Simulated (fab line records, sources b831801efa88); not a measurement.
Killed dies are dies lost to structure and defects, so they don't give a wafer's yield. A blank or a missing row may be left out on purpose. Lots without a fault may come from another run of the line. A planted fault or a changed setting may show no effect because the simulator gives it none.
fab line records | flow sky130
record lots=11 wafers=33 last_day=50
route steps=708 shown SD_P@322 SD_N@354 LOCAL_INTERCONNECT@401 METAL1@435
lots that met no fault: from a run of the same line without faults
start_h: hours from the record's first day to the start of the lot's first wafer shown | wait_h: hours since the lot's step before | " the same as in the row above | L1.1+2: a row that stands for several wafers | - no value, or no start given | * or withheld: withheld | < > ~ a bound
route shown NAME@n: a module of which the file shows steps, and the number in the route of the first | usual: mean/standard deviation of fault-free wafers | same: alike in all rows | chamber/n: place in a boat | sites: the reading at each site | _std_site: their standard deviation | _edge_site: outer sites' mean less inner sites' | radius_mm: how far each site lies from the wafer's centre | mask NAME#n: copy n | behind: the tool/chamber that last shaped the wafer | hold: why the lot was held/for how many hours/how that ended | device: the transistor (n, p or np) that didn't switch | end of line: the same wafers' tests at the end of the route | a step without rows: its recipe alone | killed: dies lost to structure and defects at the first sort, not the wafer's yield | map: a wafer's dies, x killed, . not, _ none there
set.NAME: the setting as run; set.NAME@STEP: as run at that earlier step | model.NAME: the simulator's own value behind a step, which no gauge read
steps of the route over a sample of lots; a table a step, a row a wafer
services: from which hour (start_h, from the record's first day; less than 0 if before it) a tool's chamber was out of use, for how many hours, and why
## steps
# step SKY_SD_P_COAT_02
# recipe resist=NOVOLAK spin_rpm=3000 resist_thk_nm=1140
# usual resist_line_temp_C=23.00/0.12
# columns lot.wafer tool chamber start_h wait_h resist_line_temp_C
L436.3 litho_track-03 0 612.07 0.1 22.97
L436.4 " 0 " " 23.03
L436.5 " 0 " " 23.09
L440.1 litho_track-01 0 613.71 0.1 22.87
L440.3 " 0 " " 22.83
L440.5 " 0 " " 22.96
L444.1 litho_track-03 0 646.17 0.1 22.99
L444.2 " 0 " " 22.94
L444.5 " 0 " " 22.87
L446.2 litho_track-01 0 659.18 0.1 22.88
L446.4 " 0 " " 23.01
L446.6 " 0 " " 22.85
L445.3 litho_track-02 0 659.49 0.1 23.04
L445.4 " 0 " " 23.09
L445.6 " 0 " " 22.83
L449.1 litho_track-03 0 713.87 0.1 22.98
L449.2 " 0 " " 23.23
L449.4 " 0 " " 23.03
L452.1 litho_track-03 0 720.52 0.1 23.03
L452.3 " 0 " " 22.99
L452.5 " 0 " " 22.99
L454.1 litho_track-03 0 728.97 0.1 23.04
L454.3 " 0 " " 22.98
L454.4 " 0 " " 22.99
L457.3 litho_track-01 0 760.26 0.1 23.10
L457.4 " 0 " " 23.05
L457.5 " 0 " " 23.05
L458.1 litho_track-01 0 763.66 0.1 22.94
L458.2 " 0 " " 22.71
L458.5 " 0 " " 22.84
L459.1 litho_track-01 0 768.71 0.1 22.96
L459.2 " 0 " " 23.17
L459.6 " 0 " " 23.16
# step SKY_SD_P_CD_MEAS_07
# recipe target_cd_nm=380
# usual cd_nm=379.4/2.6
# columns lot.wafer tool chamber start_h wait_h cd_nm
L436.3 cd_sem-01 - 627.63 0.1 380.6
L436.4 " - " " 380.0
L436.5 " - " " 380.3
L440.1 cd_sem-02 - 628.84 0.1 379.2
L440.3 " - " " 380.1
L440.5 " - " " 379.1
L444.1 cd_sem-01 - 660.04 0.1 381.9
L444.2 " - " " 383.4
L444.5 " - " " 380.0
L446.2 cd_sem-02 - 673.81 0.1 382.8
L446.4 " - " " 382.6
L446.6 " - " " 382.3
L445.3 cd_sem-01 - 674.13 0.1 380.7
L445.4 " - " " 378.8
L445.6 " - " " 379.0
L449.1 cd_sem-01 - 728.32 0.1 377.1
L449.2 " - " " 376.6
L449.4 " - " " 377.5
L452.1 cd_sem-01 - 734.77 0.1 416.4
L452.3 " - " " 414.2
L452.5 " - " " 418.3
L454.1 cd_sem-02 - 743.67 0.1 418.5
L454.3 " - " " 418.7
L454.4 " - " " 418.4
L457.3 cd_sem-02 - 774.13 0.1 378.0
L457.4 " - " " 376.1
L457.5 " - " " 378.8
L458.1 cd_sem-01 - 776.86 0.1 381.8
L458.2 " - " " 380.6
L458.5 " - " " 382.9
L459.1 cd_sem-01 - 782.47 0.1 383.0
L459.2 " - " " 380.0
L459.6 " - " " 380.1
# step SKY_SD_P_STRIP_10
# recipe chemistry=O2/N2 power_w=1400 pressure_mtorr=1500 platen_temp_c=withheld o2_flow_sccm=3000 n2_flow_sccm=300 overash_fraction=0.5
# usual drypump_motor_current_A=5.5/0.39 n2_flow_sccm=300.0/0.93 oes_product_au=0.618/0.0049 strip_time_to_endpoint_s=17.45/0.045
# columns lot.wafer tool chamber start_h wait_h drypump_motor_current_A n2_flow_sccm oes_product_au rf_hours_counter_h strip_time_to_endpoint_s
L436.3 plasma_asher-04 1 627.93 0.1 5.1 301.2 0.628 - 17.44
L436.4 " 0 " " 5.7 297.4 0.622 - 17.39
L436.5 " 0 " " 5.7 299.2 0.613 - 17.45
L440.1 plasma_asher-02 0 629.15 0.1 6.0 301.9 0.622 82 17.52
L440.3 " 0 " " 6.0 300.1 0.620 - 17.54
L440.5 " 1 " " 5.4 300.8 0.627 - 17.55
L444.1 plasma_asher-01 1 660.35 0.1 5.8 301.5 0.620 22 17.47
L444.2 " 0 " " 4.9 300.0 0.622 22 17.40
L444.5 " 0 " " 4.9 299.9 0.622 - 17.37
L446.2 plasma_asher-04 0 674.10 0.1 5.7 300.7 0.617 51 17.45
L446.4 " 1 " " 5.1 300.2 0.611 - 17.44
L446.6 " 0 " " 5.7 300.3 0.625 - 17.46
L445.3 plasma_asher-01 0 674.43 0.1 4.9 299.4 0.634 - 17.40
L445.4 " 1 " " 5.8 301.3 0.618 - 17.39
L445.6 " 0 " " 4.9 299.1 0.620 - 17.41
L449.1 plasma_asher-01 1 728.68 0.1 5.8 301.1 0.616 29 17.47
L449.2 " 0 " " 4.9 300.1 0.611 29 17.51
L449.4 " 1 " " 5.8 301.6 0.624 - 17.47
L452.1 plasma_asher-04 0 735.07 0.1 5.7 301.2 0.587 57 13.40
L452.3 " 0 " " 5.7 299.9 0.578 - 13.42
L452.5 " 1 " " 5.1 299.7 0.585 - 13.39
L454.1 plasma_asher-04 0 743.97 0.1 5.7 299.9 0.593 58 13.40
L454.3 " 1 " " 5.1 300.4 0.582 - 13.41
L454.4 " 0 " " 5.7 300.0 0.587 - 13.41
L457.3 plasma_asher-02 1 774.43 0.1 5.4 300.3 0.617 - 17.35
L457.4 " 0 " " 6.0 302.1 0.620 - 17.40
L457.5 " 1 " " 5.4 299.8 0.621 - 17.40
L458.1 plasma_asher-02 0 777.16 0.1 6.0 299.9 0.609 96 17.40
L458.2 " 1 " " 5.4 299.4 0.609 96 17.38
L458.5 " 0 " " 6.0 297.5 0.621 - 17.36
L459.1 plasma_asher-04 0 782.77 0.1 5.7 299.8 0.626 62 17.40
L459.2 " 1 " " 5.1 299.9 0.620 62 17.44
L459.6 " 1 " " 5.1 299.2 0.614 - 17.41
# step SKY_SD_N_TW_MEAS_12
# usual SD_N_TW=3972/71
# columns lot.wafer tool chamber start_h wait_h SD_N_TW
L436.3 film_metro-02 - 684.68 0.1 3952
L436.4 " - " " 3989
L436.5 " - " " 3990
L440.1 film_metro-04 - 686.81 0.1 4083
L440.3 " - " " 4053
L440.5 " - " " 4068
L444.1 film_metro-02 - 717.73 0.1 3948
L444.2 " - " " 3966
L444.5 " - " " 3951
L446.2 film_metro-01 - 730.27 0.1 3910
L446.4 " - " " 3928
L446.6 " - " " 3921
L445.3 film_metro-01 - 731.18 0.1 3941
L445.4 " - " " 3911
L445.6 " - " " 3932
L449.1 film_metro-04 - 783.95 0.1 4080
L449.2 " - " " 4095
L449.4 " - " " 4053
L452.1 film_metro-02 - 789.81 0.1 3952
L452.3 " - " " 3975
L452.5 " - " " 3948
L454.1 film_metro-02 - 797.10 0.1 3973
L454.3 " - " " 3964
L454.4 " - " " 3957
L457.3 film_metro-01 - 827.03 0.1 3889
L457.4 " - " " 3908
L457.5 " - " " 3876
L458.1 film_metro-02 - 830.87 0.1 3975
L458.2 " - " " 3957
L458.5 " - " " 3945
L459.1 film_metro-02 - 835.91 0.1 3949
L459.2 " - " " 3920
L459.6 " - " " 3918
# step SKY_LOCAL_INTERCONNECT_METAL_ETCH_14
# recipe target_depth_nm=110 stop_on=PSG chemistry=Cl2/BCl3 target=TiN resist_sidewall_deg=88 pressure_mtorr=10 icp_w=900 bias_w=48.5 Cl2_flow_sccm=60 bcl3_flow_sccm=30 time_s=31.4
# usual bias_w=48.52/0.15 drypump_motor_current_A=5.85/0.21 oes_product_au=0.938/0.0098 throttle_valve_pct=21.903/0.0093
# columns lot.wafer tool chamber start_h wait_h bias_w drypump_motor_current_A oes_product_au rf_hours_counter_h throttle_valve_pct
L436.3 rie_metal-02 1 744.14 0.0 48.23 5.97 0.925 - 21.914
L436.4 " 0 " " 48.56 5.93 0.951 - 21.900
L436.5 " 1 " " 48.42 5.99 0.925 - 21.909
L440.1 rie_metal-02 0 746.09 0.0 48.62 5.92 0.940 12 21.914
L440.3 " 0 " " 48.39 5.94 0.939 - 21.907
L440.5 " 0 " " 48.58 5.91 0.938 - 21.912
L444.1 rie_metal-01 1 776.28 0.0 48.54 5.44 0.933 4 21.924
L444.2 " 0 " " 48.46 6.00 0.932 7 21.912
L444.5 " 1 " " 48.33 5.45 0.938 - 21.893
L446.2 rie_metal-01 1 787.29 0.0 48.41 5.46 0.925 4 21.909
L446.4 " 0 " " 48.34 5.99 0.929 - 21.903
L446.6 " 1 " " 48.52 5.46 0.950 - 21.896
L445.3 rie_metal-03 1 788.45 0.0 48.58 6.12 0.951 - 21.888
L445.4 " 0 " " 48.35 5.71 0.946 - 21.899
L445.6 " 1 " " 48.44 6.10 0.941 - 21.906
L449.1 rie_metal-02 1 839.49 0.0 48.37 5.98 0.930 8 21.885
L449.2 " 0 " " 48.55 5.85 0.946 0 21.901
L449.4 " 0 " " 48.60 5.90 0.927 - 21.898
L452.1 rie_metal-03 0 844.19 0.0 48.69 5.71 0.921 12 21.905
L452.3 " 1 " " 48.33 6.12 0.936 - 21.907
L452.5 " 0 " " 48.49 5.71 0.929 - 21.900
L454.1 rie_metal-02 1 852.49 0.0 48.84 5.98 0.936 9 21.904
L454.3 " 0 " " 48.49 5.91 0.937 - 21.902
L454.4 " 1 " " 48.59 5.98 0.952 - 21.891
L457.3 rie_metal-01 0 881.28 0.0 48.77 5.99 0.937 - 21.892
L457.4 " 1 " " 48.29 5.46 0.926 - 21.913
L457.5 " 0 " " 48.48 5.98 0.936 - 21.906
L458.1 rie_metal-01 0 885.21 0.0 48.80 5.98 0.926 11 21.909
L458.2 " 1 " " 48.57 5.45 0.929 8 21.915
L458.5 " 1 " " 48.72 5.46 0.926 - 21.899
L459.1 rie_metal-02 1 890.84 0.0 48.58 5.98 0.934 10 21.910
L459.2 " 0 " " 48.55 5.92 0.945 2 21.897
L459.6 " 0 " " 48.73 5.91 0.941 - 21.902
# step SKY_METAL1_SPUTTER_01
# recipe material=TiN target_thk_nm=20 power_w=6500 time_s=16.7 chamber_pressure_pa=0.4
# usual throttle_valve_pct=30.2/0.92
# columns lot.wafer tool chamber start_h wait_h throttle_valve_pct
L436.3 pvd_sputter-02 - 774.36 0.0 30.7
L436.4 " - " " 28.0
L436.5 " - " " 31.0
L440.1 pvd_sputter-04 - 776.49 0.0 30.5
L440.3 " - " " 31.0
L440.5 " - " " 30.2
L444.1 pvd_sputter-04 - 804.94 0.0 30.7
L444.2 " - " " 30.8
L444.5 " - " " 30.4
L446.2 pvd_sputter-02 - 816.08 0.0 31.4
L446.4 " - " " 31.0
L446.6 " - " " 29.8
L445.3 pvd_sputter-04 - 818.33 0.0 30.6
L445.4 " - " " 30.2
L445.6 " - " " 30.5
L449.1 pvd_sputter-04 - 868.52 0.0 30.1
L449.2 " - " " 30.6
L449.4 " - " " 31.0
L452.1 pvd_sputter-01 - 872.95 0.0 31.2
L452.3 " - " " 29.1
L452.5 " - " " 29.2
L454.1 pvd_sputter-02 - 881.22 0.0 31.5
L454.3 " - " " 30.9
L454.4 " - " " 28.3
L457.3 pvd_sputter-01 - 909.07 0.0 29.3
L457.4 " - " " 30.9
L457.5 " - " " 29.0
L458.1 pvd_sputter-04 - 913.03 0.0 30.2
L458.2 " - " " 31.2
L458.5 " - " " 31.0
L459.1 pvd_sputter-01 - 918.17 0.0 29.3
L459.2 " - " " 29.2
L459.6 " - " " 29.3
## services
# columns tool chamber start_h hours kind
plasma_asher-04 - 617.57 4.3 repair
plasma_asher-01 - 641.11 6.0 repair
rie_metal-01 - 656.69 2.7 repair
plasma_asher-01 - 686.55 2.7 repair
plasma_asher-01 - 693.12 0.7 repair
plasma_asher-02 - 696.93 8.1 repair
rie_metal-01 - 724.39 14.6 pm
plasma_asher-01 - 732.49 1.1 repair
rie_metal-01 - 742.06 2.8 pm
pvd_sputter-04 - 756.07 1.8 repair
pvd_sputter-01 - 756.08 4.4 repair
rie_metal-01 - 765.31 1.4 pm
pvd_sputter-04 - 772.84 2.1 repair
rie_metal-02 0 803.14 7.4 repair
pvd_sputter-01 - 807.35 2.4 repair
plasma_asher-02 - 815.24 0.8 repair
rie_metal-02 1 820.50 1.3 repair
plasma_asher-02 - 829.63 14.6 pm
pvd_sputter-01 - 839.79 1.1 repair
plasma_asher-04 - 858.12 0.7 repair
rie_metal-02 1 895.58 4.7 repair
pvd_sputter-02 - 908.84 7.0 repair
plasma_asher-01 - 909.16 2.8 pm
pvd_sputter-01 - 912.62 1.7 repair
## key
first_sign step=SKY_SD_P_CD_MEAS_07 reading=cd_nm direction=up sigmas=15 usual=379.4 struck=417.4
effect step=SKY_SD_P_STRIP_10 reading=strip_time_to_endpoint_s direction=down sigmas=89 usual=* struck=*
met_at SKY_SD_P_COAT_02
struck_lots L452,L454
tester_left_out L452,L454
not_acting_at SKY_SD_N_TW_MEAS_12,SKY_LOCAL_INTERCONNECT_METAL_ETCH_14,SKY_METAL1_SPUTTER_01
onset_between 713.87 720.52
fault kind=process_parameter_drift tool=litho_track-03 chamber=- onset_h=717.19 steps=SKY_SD_P_COAT_02 channel=resist_thk_nm offset=-352.34 shape=step end_h=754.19 acts_in=these_recipes_only stated=1140
# tester_left_out: of these lots the tester's yield and bins aren't shown, on N5 and GAA mostly nor the transistor test; their killed dies are dies lost to structure and defects alone, not to doping, threshold or leakage, so they don't give the yield
